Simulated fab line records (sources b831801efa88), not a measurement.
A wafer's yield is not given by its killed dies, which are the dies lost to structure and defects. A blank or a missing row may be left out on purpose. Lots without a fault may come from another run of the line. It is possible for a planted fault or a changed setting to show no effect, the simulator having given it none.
fab line records	flow sky130
record lots=6	wafers=18	last_day=50
route steps=708 shown CONTACT@424 METAL1@434 PAD_OPEN@708
lots that met no fault: from a run of the same line without faults
start_h: hours from the record's first day to the start of the lot's first wafer shown	wait_h: hours from the lot's prior step to this one	" as in the row above	L1.1+2: a row that stands for several wafers	- value missing, or start not given	* or withheld: withheld	< > ~ a bound
route shown NAME@n: a module of which the file shows steps, and the number in the route of the first	usual: mean and standard deviation over wafers with no fault	same: alike in all rows	chamber/n: place in a boat	sites: per-site readings	_std_site: standard deviation of those values	_edge_site: outer sites' mean less inner sites'	radius_mm: how far each site lies from the wafer's centre	mask NAME#n: copy n	behind: the most recent tool/chamber to have shaped the wafer	hold: what put the lot on hold/how long, in hours/how the hold closed	device: transistor that didn't switch, given as n, p or np	end of line: the same wafers' tests at the end of the route	a step with no rows: only its recipe	killed: count of dies lost to structure and defects at first sort (not the wafer's yield)	map: dies across one wafer; x = killed, . = not, _ = none there
set.NAME: the setting the step ran with; set.NAME@STEP: the setting that earlier step ran with	model.NAME: the simulator's own value behind a step, which no gauge read
a table for each step, a row for each wafer; lots at some steps of the route
services: the hour from which a tool's chamber was out of use, counted from the record's first day as start_h (under 0 if before that day), plus the number of hours and why
## steps
# step SKY_CONTACT_ETCH_18
# recipe target=Si3N4	chemistry=CHF3/O2	stop_on=TiN	source_w=600	bias_w=200	pressure_mtorr=40	chf3_flow_sccm=50	O2_flow_sccm=5	time_s=39	target_depth_a=750
# usual drypump_motor_current_A=5.6/0.52	oes_product_au=0.851/0.0088	throttle_valve_pct=8.794/0.0097
lot.wafer	tool	chamber	start_h	wait_h	drypump_motor_current_A	oes_product_au	rf_hours_counter_h	throttle_valve_pct
L171.2	rie_diel-03	1	-	-	5.2	0.846	13	8.815
L171.3	"	0	"	"	5.7	0.837	0	8.797
L171.5	"	1	"	"	5.2	0.864	-	8.795
L174.2	rie_diel-03	1	-	-	5.1	0.845	13	8.786
L174.4	"	2	"	"	5.8	0.843	-	8.806
L174.6	"	0	"	"	5.6	0.857	-	8.773
L179.3	rie_diel-04	0	-	-	4.8	0.852	18	8.794
L179.5	"	0	"	"	4.9	0.853	-	8.802
L179.6	"	1	"	"	5.6	0.850	-	8.787
L185.1	rie_diel-03	1	-	-	5.1	0.840	14	8.799
L185.3	"	2	"	"	5.8	0.855	16	8.785
L185.6	"	0	"	"	5.6	0.853	-	8.806
L186.2	rie_diel-03	2	-	-	5.8	0.845	16	8.791
L186.4	"	1	"	"	5.2	0.862	15	8.811
L186.6	"	1	"	"	5.1	0.858	-	8.792
L188.2	rie_diel-02	2	-	-	4.8	0.834	18	8.800
L188.5	"	0	"	"	6.6	0.859	-	8.797
L188.6	"	3	"	"	5.9	0.847	-	8.795
# step SKY_CONTACT_STRIP_19
# recipe chemistry=O2/N2	power_w=1400	pressure_mtorr=1500	platen_temp_c=withheld	o2_flow_sccm=3000	n2_flow_sccm=300	overash_fraction=0.5
# usual drypump_motor_current_A=5.6/0.42	o2_flow_sccm=3000/8.5	oes_product_au=0.381/0.0056	strip_time_to_endpoint_s=3.63/0.045
lot.wafer	tool	chamber	start_h	wait_h	drypump_motor_current_A	o2_flow_sccm	oes_product_au	rf_hours_counter_h	strip_time_to_endpoint_s
L171.2	plasma_asher-04	0	837.49	-	5.9	3012	0.375	106	3.63
L171.3	"	1	"	"	6.2	2994	0.378	-	3.66
L171.5	"	1	"	"	6.2	3003	0.378	-	3.62
L174.2	plasma_asher-02	1	842.35	-	4.9	2992	0.379	44	3.63
L174.4	"	0	"	"	5.5	2985	0.389	-	3.69
L174.6	"	0	"	"	5.5	3011	0.388	-	3.65
L179.3	plasma_asher-04	0	842.73	-	5.9	2990	0.384	-	3.67
L179.5	"	0	"	"	5.9	2994	0.379	-	3.69
L179.6	"	1	"	"	6.2	3010	0.382	-	3.63
L185.1	plasma_asher-04	1	877.05	-	6.2	3002	0.379	110	3.61
L185.3	"	0	"	"	5.9	3013	0.384	-	3.66
L185.6	"	0	"	"	5.9	3006	0.382	-	3.64
L186.2	plasma_asher-03	0	883.30	-	5.5	3011	0.389	14	3.67
L186.4	"	1	"	"	5.3	3006	0.379	-	3.58
L186.6	"	1	"	"	5.3	2996	0.376	-	3.59
L188.2	plasma_asher-04	0	921.85	-	5.9	3002	0.375	114	3.55
L188.5	"	0	"	"	5.9	2990	0.389	-	3.67
L188.6	"	1	"	"	6.2	3016	0.382	-	3.69
# step SKY_CONTACT_STRIP_20
# recipe chemistry=post_etch_residue_remover	time_s=1200	temp_c=72.5
# step SKY_CONTACT_CLEAN_21
# recipe chemistry=IPA	time_s=180	temp_c=25
# step SKY_CONTACT_CLEAN_22
# recipe chemistry=O3/DIW	dry=n2_spin
# step SKY_CONTACT_SPUTTER_23
# recipe material=TiN	target_thk_nm=20	chamber_pressure_pa=5	power_w=4000	time_s=80
# usual cathode_dc_power_W=4000.0/0.73	chamber_pressure_pa=5.000/0.011	throttle_valve_pct=29.8/0.96
lot.wafer	tool	chamber	start_h	wait_h	cathode_dc_power_W	chamber_pressure_pa	throttle_valve_pct
L171.2	pvd_sputter-04	-	838.10	0.0	4000.1	4.989	29.9
L171.3	"	-	"	"	4000.3	5.011	31.2
L171.5	"	-	"	"	3998.2	5.011	31.2
L174.2	pvd_sputter-04	-	842.97	0.0	3999.3	4.993	30.9
L174.4	"	-	"	"	3998.8	5.013	29.9
L174.6	"	-	"	"	3999.1	4.998	31.1
L179.3	pvd_sputter-01	-	843.29	0.0	4000.8	5.015	29.5
L179.5	"	-	"	"	4000.2	5.003	29.3
L179.6	"	-	"	"	4000.7	4.993	29.7
L185.1	pvd_sputter-02	-	877.77	0.0	4000.2	5.010	29.1
L185.3	"	-	"	"	4000.0	5.005	29.7
L185.6	"	-	"	"	3999.5	4.987	29.3
L186.2	pvd_sputter-04	-	884.24	0.0	3998.6	4.985	30.3
L186.4	"	-	"	"	3999.3	5.001	29.7
L186.6	"	-	"	"	3998.4	4.975	30.3
L188.2	pvd_sputter-01	-	922.45	0.0	4000.3	5.006	30.2
L188.5	"	-	"	"	4000.4	5.010	29.9
L188.6	"	-	"	"	4000.1	5.001	29.8
# step SKY_CONTACT_CVD_24
# recipe material=W	target_thk_nm=340	time_s=102.12	temp_c=400	pressure_torr=40
# step SKY_CONTACT_RS_MEAS_25
# recipe thk_meas_gauge=four-point-probe	reads=W_of_CONTACT_CVD_24+TiN_of_CONTACT_SPUTTER_23
# usual CONTACT_W_RS=0.338/0.0044
lot.wafer	tool	chamber	start_h	wait_h	CONTACT_W_RS[ohm/sq]
L171.2	film_metro-01	-	838.29	0.1	0.340
L171.3	"	-	"	"	0.334
L171.5	"	-	"	"	0.342
L174.2	film_metro-03	-	843.16	0.1	0.342
L174.4	"	-	"	"	0.338
L174.6	"	-	"	"	0.337
L179.3	film_metro-03	-	843.50	0.1	0.334
L179.5	"	-	"	"	0.343
L179.6	"	-	"	"	0.337
L185.1	film_metro-03	-	877.94	0.1	0.333
L185.3	"	-	"	"	0.334
L185.6	"	-	"	"	0.336
L186.2	film_metro-02	-	884.43	0.1	0.343
L186.4	"	-	"	"	0.340
L186.6	"	-	"	"	0.332
L188.2	film_metro-01	-	922.64	0.1	0.336
L188.5	"	-	"	"	0.340
L188.6	"	-	"	"	0.344
# step SKY_CONTACT_THK_MEAS_26
# recipe thk_meas_gauge=xrf	reads=W_of_CONTACT_CVD_24
# usual CONTACT_W_THK=337/4.8
lot.wafer	tool	chamber	start_h	wait_h	CONTACT_W_THK[nm]
L171.2	film_metro-01	-	838.40	0.1	336
L171.3	"	-	"	"	340
L171.5	"	-	"	"	332
L174.2	film_metro-03	-	843.27	0.1	331
L174.4	"	-	"	"	337
L174.6	"	-	"	"	335
L179.3	film_metro-03	-	843.60	0.1	340
L179.5	"	-	"	"	332
L179.6	"	-	"	"	337
L185.1	film_metro-03	-	878.06	0.1	341
L185.3	"	-	"	"	337
L185.6	"	-	"	"	337
L186.2	film_metro-02	-	884.54	0.1	335
L186.4	"	-	"	"	339
L186.6	"	-	"	"	346
L188.2	film_metro-01	-	922.75	0.1	338
L188.5	"	-	"	"	335
L188.6	"	-	"	"	332
# step SKY_CONTACT_CMP_27
# recipe stop_on=SiO2	t_overpolish_s=15	down_force_psi=3.5	platen_rpm=60	target_thk_nm=0	pad_velocity_m_s=0.94248
# step SKY_METAL1_SPUTTER_00
# recipe material=Ti	target_thk_nm=15	power_w=3000	time_s=10	chamber_pressure_pa=0.4
# usual cathode_dc_power_W=3000.0/0.56	chamber_pressure_pa=0.4000/0.00072	throttle_valve_pct=30.4/0.87
lot.wafer	tool	chamber	start_h	wait_h	cathode_dc_power_W	chamber_pressure_pa	throttle_valve_pct
L171.2	pvd_sputter-03	-	838.75	0.1	2999.6	0.3998	30.9
L171.3	"	-	"	"	3000.2	0.4000	29.4
L171.5	"	-	"	"	2999.5	0.3996	31.2
L174.2	pvd_sputter-04	-	843.62	0.2	3000.2	0.3999	29.6
L174.4	"	-	"	"	2999.9	0.4001	31.2
L174.6	"	-	"	"	2999.9	0.3998	30.4
L179.3	pvd_sputter-01	-	843.94	0.2	3000.0	0.3994	29.9
L179.5	"	-	"	"	2999.8	0.4003	29.8
L179.6	"	-	"	"	2999.8	0.3991	29.5
L185.1	pvd_sputter-01	-	878.42	0.1	2999.9	0.4002	30.1
L185.3	"	-	"	"	2999.9	0.3994	29.7
L185.6	"	-	"	"	3000.5	0.3992	29.7
L186.2	pvd_sputter-01	-	884.89	0.1	3000.0	0.4012	29.8
L186.4	"	-	"	"	3000.2	0.3999	29.9
L186.6	"	-	"	"	2999.8	0.3998	29.8
L188.2	pvd_sputter-01	-	923.21	0.1	3000.2	0.4000	29.8
L188.5	"	-	"	"	2999.9	0.3993	29.7
L188.6	"	-	"	"	3000.6	0.3991	29.8
# step SKY_METAL1_SPUTTER_01
# recipe material=TiN	target_thk_nm=20	power_w=6500	time_s=16.7	chamber_pressure_pa=0.4
# usual cathode_dc_power_W=6500.1/1.1	chamber_pressure_pa=0.4000/0.00082	throttle_valve_pct=30.4/0.89
lot.wafer	tool	chamber	start_h	wait_h	cathode_dc_power_W	chamber_pressure_pa	throttle_valve_pct
L171.2	pvd_sputter-03	-	838.77	0.0	6500.7	0.3998	30.8
L171.3	"	-	"	"	6498.2	0.3992	29.3
L171.5	"	-	"	"	6501.1	0.4003	31.1
L174.2	pvd_sputter-04	-	843.65	0.0	6498.8	0.3992	29.7
L174.4	"	-	"	"	6500.1	0.3988	30.8
L174.6	"	-	"	"	6500.2	0.3994	30.6
L179.3	pvd_sputter-01	-	843.97	0.0	6500.0	0.3987	29.7
L179.5	"	-	"	"	6499.8	0.4007	29.9
L179.6	"	-	"	"	6499.4	0.3984	29.8
L185.1	pvd_sputter-01	-	878.44	0.0	6499.7	0.4008	30.1
L185.3	"	-	"	"	6499.7	0.3999	29.5
L185.6	"	-	"	"	6500.2	0.4009	29.6
L186.2	pvd_sputter-01	-	884.91	0.0	6500.1	0.4013	29.8
L186.4	"	-	"	"	6501.2	0.4011	29.8
L186.6	"	-	"	"	6503.0	0.3999	29.8
L188.2	pvd_sputter-01	-	923.24	0.0	6500.4	0.4015	29.8
L188.5	"	-	"	"	6500.4	0.3994	30.0
L188.6	"	-	"	"	6500.2	0.4016	29.7
# step SKY_METAL1_SPUTTER_02
# recipe material=AlCu	target_thk_nm=250	power_w=10600	time_s=13.3	chamber_pressure_pa=0.4
# usual cathode_dc_power_W=10600/2	chamber_pressure_pa=0.4000/0.00085	throttle_valve_pct=30.4/0.88
lot.wafer	tool	chamber	start_h	wait_h	cathode_dc_power_W	chamber_pressure_pa	throttle_valve_pct
L171.2	pvd_sputter-03	-	838.80	0.0	10602	0.4004	31.1
L171.3	"	-	"	"	10601	0.3995	28.9
L171.5	"	-	"	"	10601	0.4010	30.7
L174.2	pvd_sputter-04	-	843.67	0.0	-	-	-
L174.4	"	-	"	"	-	-	-
L174.6	"	-	"	"	-	-	-
L179.3	pvd_sputter-01	-	843.99	0.0	-	-	-
L179.5	"	-	"	"	-	-	-
L179.6	"	-	"	"	-	-	-
L185.1	pvd_sputter-01	-	878.46	0.0	10601	0.4003	29.8
L185.3	"	-	"	"	10603	0.3999	29.5
L185.6	"	-	"	"	10600	0.3993	29.5
L186.2	pvd_sputter-01	-	884.94	0.0	10600	0.3985	30.0
L186.4	"	-	"	"	10602	0.3999	29.8
L186.6	"	-	"	"	10600	0.3999	29.6
L188.2	pvd_sputter-01	-	923.26	0.0	10600	0.3987	29.5
L188.5	"	-	"	"	10601	0.4004	29.7
L188.6	"	-	"	"	10598	0.3990	29.6
# step SKY_METAL1_SPUTTER_03
# recipe material=Ti	target_thk_nm=5	power_w=3000	time_s=3.3	chamber_pressure_pa=0.4
# step SKY_METAL1_SPUTTER_04
# recipe material=TiN	target_thk_nm=70	power_w=6500	time_s=58.3	chamber_pressure_pa=0.4
# step SKY_METAL1_RS_MEAS_05
# recipe thk_meas_gauge=four-point-probe	reads=TiN_of_METAL1_SPUTTER_04+Ti_of_METAL1_SPUTTER_03+AlCu_of_METAL1_SPUTTER_02+TiN_of_METAL1_SPUTTER_01+Ti_of_METAL1_SPUTTER_00
# usual METAL1_ALCU_RS=0.1263/0.0016
lot.wafer	tool	chamber	start_h	wait_h	METAL1_ALCU_RS[ohm/sq]
L171.2	film_metro-04	-	838.91	0.0	0.1239
L171.3	"	-	"	"	0.1284
L171.5	"	-	"	"	0.1239
L174.2	film_metro-01	-	843.78	0.0	8.7225
L174.4	"	-	"	"	8.7675
L174.6	"	-	"	"	8.8245
L179.3	film_metro-04	-	844.12	0.1	8.5505
L179.5	"	-	"	"	8.5596
L179.6	"	-	"	"	8.5066
L185.1	film_metro-04	-	878.56	0.0	0.1234
L185.3	"	-	"	"	0.1249
L185.6	"	-	"	"	0.1253
L186.2	film_metro-01	-	885.05	0.0	0.1285
L186.4	"	-	"	"	0.1269
L186.6	"	-	"	"	0.1277
L188.2	film_metro-04	-	923.37	0.0	0.1257
L188.5	"	-	"	"	0.1273
L188.6	"	-	"	"	0.1258
# step SKY_METAL1_THK_MEAS_06
# recipe thk_meas_gauge=xrf	reads=AlCu_of_METAL1_SPUTTER_02
# usual METAL1_ALCU_THK=247/3.5
lot.wafer	tool	chamber	start_h	wait_h	METAL1_ALCU_THK[nm]
L171.2	film_metro-04	-	839.02	0.1	252
L171.3	"	-	"	"	244
L171.5	"	-	"	"	254
L174.2	film_metro-01	-	843.89	0.1	<1
L174.4	"	-	"	"	<1
L174.6	"	-	"	"	<1
L179.3	film_metro-04	-	844.22	0.1	<0
L179.5	"	-	"	"	<0
L179.6	"	-	"	"	<0
L185.1	film_metro-04	-	878.68	0.1	254
L185.3	"	-	"	"	252
L185.6	"	-	"	"	250
L186.2	film_metro-01	-	885.16	0.1	244
L186.4	"	-	"	"	245
L186.6	"	-	"	"	244
L188.2	film_metro-04	-	923.48	0.1	250
L188.5	"	-	"	"	245
L188.6	"	-	"	"	248
# step SKY_METAL1_DEHYDRATE_07
# recipe temp_c=200	time_s=60
# step SKY_PAD_OPEN_PROBE_99
# usual defect_limited_yield=82.5/2	killed_at_M0_to_M3=43/7.3	killed_at_M4_up=3.5/2.2	killed_at_contacts=24/5.3	killed_at_front_end=15/4.2	killed_at_other=0.3/0.67	killed_dies=86/9.8	killed_on_rim=17/3.8	killed_open=47/7.2	killed_short=39/6.5
# same gross_dies=492	killed_at_back_side=0
lot.wafer	tool	chamber	start_h	wait_h	defect_limited_yield[%]	killed_at_M0_to_M3	killed_at_M4_up	killed_at_contacts	killed_at_front_end	killed_at_other	killed_dies	killed_on_rim	killed_open	killed_short
L171.2	prober-01	-	1152.66	0.1	82.3	38	2	29	18	0	87	17	45	42
L171.3	prober-01	-	1152.71	0.2	81.7	36	4	31	19	0	90	18	49	40
L171.5	prober-01	-	1152.81	0.2	81.9	41	2	32	14	0	89	9	45	44
L174.2	prober-01	-	1158.66	0.1	0	448	7	26	11	0	492	96	51	32
L174.4	prober-01	-	1158.76	0.2	0	460	2	22	8	0	492	96	38	44
L174.6	prober-01	-	1158.86	0.2	0	454	2	25	11	0	492	96	37	46
L179.3	prober-02	-	1160.51	0.5	0	453	4	19	16	0	492	96	41	38
L179.5	prober-02	-	1160.61	0.5	0	455	4	19	14	0	492	96	34	38
L179.6	prober-02	-	1160.66	0.6	0	452	2	21	17	0	492	96	32	24
L185.1	prober-01	-	1181.26	0.1	80.1	56	2	23	16	1	98	18	57	41
L185.3	prober-01	-	1181.36	0.2	81.9	49	2	25	13	0	89	21	57	30
L185.6	prober-01	-	1181.51	0.2	81.1	48	7	22	16	0	93	27	43	50
L186.2	prober-02	-	1184.42	0.1	79.7	58	3	18	21	0	100	17	53	47
L186.4	prober-02	-	1184.52	0.2	79.7	49	1	25	25	0	100	15	57	43
L186.6	prober-02	-	1184.62	0.2	82.5	42	3	24	17	0	86	22	46	39
L188.2	prober-01	-	1207.09	0.1	80.5	54	0	26	16	0	96	16	49	44
L188.5	prober-01	-	1207.24	0.2	80.9	49	2	26	17	0	94	19	57	37
L188.6	prober-01	-	1207.29	0.2	81.1	39	3	30	21	0	93	13	52	39
# killed by level:class
L171.2 VIA2:geometric_particle:open=11 CONTACT:geometric_particle:short=9 LI_CONTACT:geometric_particle:open=7 CONTACT:geometric_particle:open=7 VIA1:geometric_particle:open=7 FIELD_ISO:geometric_particle:open=6 FIELD_ISO:geometric_particle:short=5 METAL1:geometric_particle:short=5
L171.3 CONTACT:geometric_particle:open=12 VIA1:geometric_particle:open=12 LOCAL_INTERCONNECT:geometric_particle:short=9 FIELD_ISO:geometric_particle:short=7 LI_CONTACT:geometric_particle:open=6 VIA3:geometric_particle:open=6 VIA1:geometric_particle:short=5 POLY_GATE:geometric_particle:short=4
L171.5 VIA1:geometric_particle:open=13 CONTACT:geometric_particle:open=11 LOCAL_INTERCONNECT:geometric_particle:short=10 VIA2:geometric_particle:open=7 POLY_GATE:geometric_particle:short=5 CONTACT:geometric_particle:short=4 LI_CONTACT:geometric_particle:open=4 METAL2:geometric_particle:short=4
L174.2 METAL1:area_sputter=409 LI_CONTACT:geometric_particle:open=11 CONTACT:geometric_particle:open=8 METAL1:geometric_particle:short=8 VIA1:geometric_particle:open=6 VIA3:geometric_particle:open=5 METAL1:geometric_particle:open=4 POLY_GATE:geometric_particle:open=3
L174.4 METAL1:area_sputter=410 VIA1:geometric_particle:open=10 METAL2:geometric_particle:short=9 METAL1:geometric_particle:short=7 VIA3:geometric_particle:open=7 LI_CONTACT:geometric_particle:short=6 LOCAL_INTERCONNECT:geometric_particle:short=6 VIA1:geometric_particle:short=5
L174.6 METAL1:area_sputter=409 VIA1:geometric_particle:open=11 METAL1:geometric_particle:short=9 LOCAL_INTERCONNECT:geometric_particle:short=7 LI_CONTACT:geometric_particle:short=5 CONTACT:geometric_particle:open=5 VIA1:geometric_particle:short=5 METAL2:geometric_particle:short=5
L179.3 METAL1:area_sputter=413 VIA1:geometric_particle:open=9 VIA1:geometric_particle:short=7 LI_CONTACT:geometric_particle:open=6 METAL1:geometric_particle:short=6 VIA3:geometric_particle:open=6 CONTACT:geometric_particle:short=5 FIELD_ISO:geometric_particle:open=4
L179.5 METAL1:area_sputter=420 VIA1:geometric_particle:open=12 CONTACT:geometric_particle:open=7 METAL2:geometric_particle:short=6 LOCAL_INTERCONNECT:geometric_particle:short=6 METAL3:geometric_particle:short=5 METAL4:geometric_particle:short=4 FIELD_ISO:geometric_particle:open=3
L179.6 METAL1:area_sputter=435 CONTACT:geometric_particle:open=12 FIELD_ISO:geometric_particle:open=5 POLY_GATE:geometric_particle:short=5 VIA1:geometric_particle:open=5 METAL2:geometric_particle:short=5 FIELD_ISO:geometric_particle:short=4 METAL1:geometric_particle:short=3
L185.1 VIA1:geometric_particle:open=15 CONTACT:geometric_particle:open=10 METAL2:geometric_particle:short=9 VIA3:geometric_particle:open=9 VIA2:geometric_particle:open=8 FIELD_ISO:geometric_particle:short=6 VIA1:geometric_particle:short=5 LI_CONTACT:geometric_particle:open=4
L185.3 VIA1:geometric_particle:open=13 VIA2:geometric_particle:open=11 CONTACT:geometric_particle:open=9 LI_CONTACT:geometric_particle:open=6 METAL1:geometric_particle:short=6 METAL2:geometric_particle:short=6 VIA3:geometric_particle:open=5 LOCAL_INTERCONNECT:geometric_particle:short=4
L185.6 VIA1:geometric_particle:open=12 METAL2:geometric_particle:short=7 VIA1:geometric_particle:short=7 LI_CONTACT:geometric_particle:open=7 VIA2:geometric_particle:open=5 LOCAL_INTERCONNECT:geometric_particle:short=5 METAL1:geometric_particle:short=5 POLY_GATE:geometric_particle:open=4
L186.2 VIA1:geometric_particle:open=17 METAL1:geometric_particle:short=10 CONTACT:geometric_particle:open=8 VIA3:geometric_particle:open=7 FIELD_ISO:geometric_particle:short=6 POLY_GATE:geometric_particle:open=5 CONTACT:geometric_particle:short=5 VIA1:geometric_particle:short=5
L186.4 VIA1:geometric_particle:open=9 VIA2:geometric_particle:open=9 CONTACT:geometric_particle:open=8 VIA1:geometric_particle:short=8 VIA3:geometric_particle:open=8 FIELD_ISO:geometric_particle:open=7 LI_CONTACT:geometric_particle:open=7 FIELD_ISO:geometric_particle:short=5
L186.6 VIA1:geometric_particle:open=10 LI_CONTACT:geometric_particle:open=8 LOCAL_INTERCONNECT:geometric_particle:short=6 VIA1:geometric_particle:short=6 VIA3:geometric_particle:open=6 VIA2:geometric_particle:open=5 POLY_GATE:geometric_particle:open=4 FIELD_ISO:geometric_particle:short=4
L188.2 CONTACT:geometric_particle:open=12 VIA1:geometric_particle:short=10 VIA1:geometric_particle:open=10 METAL2:geometric_particle:short=9 VIA2:geometric_particle:open=7 LOCAL_INTERCONNECT:geometric_particle:short=5 VIA3:geometric_particle:open=5 POLY_GATE:geometric_particle:open=4
L188.5 VIA1:geometric_particle:open=14 VIA3:geometric_particle:open=11 LI_CONTACT:geometric_particle:open=7 CONTACT:geometric_particle:open=7 VIA1:geometric_particle:short=7 CONTACT:geometric_particle:short=6 VIA2:geometric_particle:open=6 METAL2:geometric_particle:short=5
L188.6 CONTACT:geometric_particle:open=12 VIA2:geometric_particle:open=10 VIA1:geometric_particle:open=9 CONTACT:geometric_particle:short=8 FIELD_ISO:geometric_particle:open=5 LOCAL_INTERCONNECT:geometric_particle:short=5 METAL1:geometric_particle:short=5 VIA3:geometric_particle:short=4
# map L174.2 (x killed, . not)
__________xxxxxxxxxx_________
________xxxxxxxxxxxxxx_______
______xxxxxxxxxxxxxxxxxx_____
_____xxxxxxxxxxxxxxxxxxxx____
____xxxxxxxxxxxxxxxxxxxxxx___
___xxxxxxxxxxxxxxxxxxxxxxxx__
__xxxxxxxxxxxxxxxxxxxxxxxxxx_
_xxxxxxxxxxxxxxxxxxxxxxxxxxxx
_xxxxxxxxxxxxxxxxxxxxxxxxxxxx
_xxxxxxxxxxxxxxxxxxxxxxxxxxxx
_xxxxxxxxxxxxxxxxxxxxxxxxxxxx
_xxxxxxxxxxxxxxxxxxxxxxxxxxxx
_xxxxxxxxxxxxxxxxxxxxxxxxxxxx
_xxxxxxxxxxxxxxxxxxxxxxxxxxxx
_xxxxxxxxxxxxxxxxxxxxxxxxxxxx
__xxxxxxxxxxxxxxxxxxxxxxxxxx_
___xxxxxxxxxxxxxxxxxxxxxxxx__
____xxxxxxxxxxxxxxxxxxxxxx___
_____xxxxxxxxxxxxxxxxxxxx____
______xxxxxxxxxxxxxxxxxx_____
________xxxxxxxxxxxxxx_______
__________xxxxxxxxxx_________
# map L179.3 (x killed, . not)
__________xxxxxxxxxx_________
________xxxxxxxxxxxxxx_______
______xxxxxxxxxxxxxxxxxx_____
_____xxxxxxxxxxxxxxxxxxxx____
____xxxxxxxxxxxxxxxxxxxxxx___
___xxxxxxxxxxxxxxxxxxxxxxxx__
__xxxxxxxxxxxxxxxxxxxxxxxxxx_
_xxxxxxxxxxxxxxxxxxxxxxxxxxxx
_xxxxxxxxxxxxxxxxxxxxxxxxxxxx
_xxxxxxxxxxxxxxxxxxxxxxxxxxxx
_xxxxxxxxxxxxxxxxxxxxxxxxxxxx
_xxxxxxxxxxxxxxxxxxxxxxxxxxxx
_xxxxxxxxxxxxxxxxxxxxxxxxxxxx
_xxxxxxxxxxxxxxxxxxxxxxxxxxxx
_xxxxxxxxxxxxxxxxxxxxxxxxxxxx
__xxxxxxxxxxxxxxxxxxxxxxxxxx_
___xxxxxxxxxxxxxxxxxxxxxxxx__
____xxxxxxxxxxxxxxxxxxxxxx___
_____xxxxxxxxxxxxxxxxxxxx____
______xxxxxxxxxxxxxxxxxx_____
________xxxxxxxxxxxxxx_______
__________xxxxxxxxxx_________
## services
tool	chamber	start_h	hours	kind
pvd_sputter-03	2	821.09	-	consumable_replace:kit
pvd_sputter-03	2	821.09	18.0	scheduled_down
pvd_sputter-03	2	821.09	18.0	vent_cycle
pvd_sputter-03	-	827.79	2.2	repair
plasma_asher-03	-	833.43	8.4	repair
rie_diel-03	3	833.61	2.1	repair
rie_diel-03	3	835.73	-	clean
rie_diel-03	3	835.73	23.8	scheduled_down
rie_diel-03	3	835.73	23.8	vent_cycle
pvd_sputter-02	-	846.81	3.5	repair
plasma_asher-04	-	847.56	7.3	repair
rie_diel-02	2	856.45	7.7	repair
rie_diel-02	1	871.51	3.8	repair
rie_diel-02	0	874.75	11.2	repair
pvd_sputter-03	-	884.65	4.8	repair
rie_diel-04	-	885.99	0.4	repair
rie_diel-02	0	888.06	4.5	repair
pvd_sputter-01	-	892.73	1.5	repair
plasma_asher-04	-	899.29	0.5	repair
pvd_sputter-01	-	909.74	6.6	repair
## key
first_sign step=SKY_METAL1_SPUTTER_02	reading=tool_record	direction=missing
effect step=SKY_METAL1_RS_MEAS_05	reading=METAL1_ALCU_RS	direction=up	sigmas=99+	usual=0.1263	struck=8.6552
effect step=SKY_METAL1_THK_MEAS_06	reading=METAL1_ALCU_THK	direction=down	sigmas=70	usual=247	struck=<0
effect step=SKY_PAD_OPEN_PROBE_99	reading=killed_at_M0_to_M3	direction=up	sigmas=56	usual=43	struck=454
more_kills_born_at SKY_METAL1_SPUTTER_02@pvd_sputter-01=1268	SKY_METAL1_SPUTTER_02@pvd_sputter-04=1228
met_at SKY_METAL1_SPUTTER_02
struck_wafers L174.2,L174.4,L174.6,L179.3,L179.5,L179.6
later_rows_left_out L174.2,L174.4,L174.6,L179.3,L179.5,L179.6
fault kind=skipped_step_whole	tool=pvd_sputter-01,pvd_sputter-04	chamber=-	onset_h=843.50	steps=SKY_METAL1_SPUTTER_02	scope=struck_lots_only
# later_rows_left_out: the simulator's readings of these wafers behind a module that went badly wrong aren't trusted and aren't shown, but for the sort
